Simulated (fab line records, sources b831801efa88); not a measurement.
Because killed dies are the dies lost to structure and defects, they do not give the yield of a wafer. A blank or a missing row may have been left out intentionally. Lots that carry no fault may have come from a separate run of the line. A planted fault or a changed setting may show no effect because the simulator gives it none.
Which tool was responsible? / flow gf180mcu / 14 lots with 42 wafers sampled at 2 steps, on a route of 602 steps

## WHAT THE GAUGES SHOWED, per wafer
GF_MIM_RS_MEAS_10: uses a four-point probe to measure.
lot=L519; measured=day 24 16:13; on=film metro-03; MIM_ALCU_RS (ohm/sq)=0.1588 0.1601 0.1604
lot=L520; measured=day 25 00:55; on=film metro-01; MIM_ALCU_RS (ohm/sq)=0.1578 0.1564 0.1579
lot=L521; measured=day 25 12:35; on=film metro-03; MIM_ALCU_RS (ohm/sq)=0.1599 0.1621 0.1614
lot=L522; measured=day 25 14:44; on=film metro-01; MIM_ALCU_RS (ohm/sq)=0.1631 0.1635 0.1604
lot=L525; measured=day 26 13:52; on=film metro-02; MIM_ALCU_RS (ohm/sq)=0.1600 0.1578 0.1590
lot=L529; measured=day 27 14:58; on=film metro-02; MIM_ALCU_RS (ohm/sq)=0.1597 0.1617 0.1596
lot=L530; measured=day 28 02:13; on=film metro-01; MIM_ALCU_RS (ohm/sq)=0.1615 0.1603 0.1619
lot=L531; measured=day 28 09:55; on=film metro-03; MIM_ALCU_RS (ohm/sq)=0.1624 0.1637 0.1616
lot=L532; measured=day 28 21:41; on=film metro-01; MIM_ALCU_RS (ohm/sq)=0.1606 0.1604 0.1608
lot=L533; measured=day 29 02:11; on=film metro-02; MIM_ALCU_RS (ohm/sq)=0.1623 0.1606 0.1619
lot=L535; measured=day 29 18:07; on=film metro-02; MIM_ALCU_RS (ohm/sq)=0.1586 0.1582 0.1588
lot=L536; measured=day 29 21:32; on=film metro-02; MIM_ALCU_RS (ohm/sq)=0.1577 0.1585 0.1583
lot=L540; measured=day 31 00:08; on=film metro-03; MIM_ALCU_RS (ohm/sq)=0.1622 0.1619 0.1619
lot=L541; measured=day 31 01:33; on=film metro-02; MIM_ALCU_RS (ohm/sq)=0.1627 0.1631 0.1611

## EACH LOT AND THE TOOL THAT RAN IT (in order: tool; ch and the chambers of the sampled wafers; start)
lot=L519; GF_MIM_SPUTTER_09=pvd sputter-02, day 24 16:08
lot=L520; GF_MIM_SPUTTER_09=pvd sputter-02, day 25 00:52
lot=L521; GF_MIM_SPUTTER_09=pvd sputter-01, day 25 12:33
lot=L522; GF_MIM_SPUTTER_09=pvd sputter-01, day 25 14:40
lot=L525; GF_MIM_SPUTTER_09=pvd sputter-01, day 26 13:50
lot=L529; GF_MIM_SPUTTER_09=pvd sputter-04, day 27 14:55
lot=L530; GF_MIM_SPUTTER_09=pvd sputter-02, day 28 02:10
lot=L531; GF_MIM_SPUTTER_09=pvd sputter-02, day 28 09:50
lot=L532; GF_MIM_SPUTTER_09=pvd sputter-02, day 28 21:40
lot=L533; GF_MIM_SPUTTER_09=pvd sputter-01, day 29 02:08
lot=L535; GF_MIM_SPUTTER_09=pvd sputter-02, day 29 18:05
lot=L536; GF_MIM_SPUTTER_09=pvd sputter-04, day 29 21:28
lot=L540; GF_MIM_SPUTTER_09=pvd sputter-02, day 31 00:03
lot=L541; GF_MIM_SPUTTER_09=pvd sputter-02, day 31 01:31
- GF_MIM_SPUTTER_09: material TiN, target thk 35 nm, time 29.2 s.

## AS READ BY THE TOOLS THEMSELVES (means over the sampled wafers that have a number; for cases with no such wafer, the mark the record gives instead)
GF_MIM_SPUTTER_09.
lot=L519; tool=pvd sputter-02; throttle valve pct (%)=28.6
lot=L520; tool=pvd sputter-02; throttle valve pct (%)=29.1
lot=L521; tool=pvd sputter-01; throttle valve pct (%)=29.7
lot=L522; tool=pvd sputter-01; throttle valve pct (%)=30.2
lot=L525; tool=pvd sputter-01; throttle valve pct (%)=31.1
lot=L529; tool=pvd sputter-04; throttle valve pct (%)=29.4
lot=L530; tool=pvd sputter-02; throttle valve pct (%)=29.4
lot=L531; tool=pvd sputter-02; throttle valve pct (%)=29.0
lot=L532; tool=pvd sputter-02; throttle valve pct (%)=29.1
lot=L533; tool=pvd sputter-01; throttle valve pct (%)=30.0
lot=L535; tool=pvd sputter-02; throttle valve pct (%)=29.1
lot=L536; tool=pvd sputter-04; throttle valve pct (%)=29.8
lot=L540; tool=pvd sputter-02; throttle valve pct (%)=29.2
lot=L541; tool=pvd sputter-02; throttle valve pct (%)=28.8

## THE ANSWER, worked out from the rows above alone
Rule: the usual values come from the lots themselves. The widest of any qualifying gaps counts: lots, ordered by their means at a reading, are off when they make up no more than a third of the lots, leave a main group of 4 or more, and stand apart from it by 3 or more times the standard deviation of that group's means. If all means in a main group match to the digits the tables above print for the reading, that group is not used. Also off: a lot with no number at a reading for which 4 or more lots have one. Any other lot the step has rows for is counted as sound. First the gauges in route order, then the tools' own readings, where a lot's mean is used as printed above. At the first step where some lot is off, the reading lying furthest off is the one used; lots without a number count as furthest.
Across all readings shown, no lot is off: no conclusion can be drawn from this.

## WHAT HAD BEEN PUT IN BY THE SIMULATOR
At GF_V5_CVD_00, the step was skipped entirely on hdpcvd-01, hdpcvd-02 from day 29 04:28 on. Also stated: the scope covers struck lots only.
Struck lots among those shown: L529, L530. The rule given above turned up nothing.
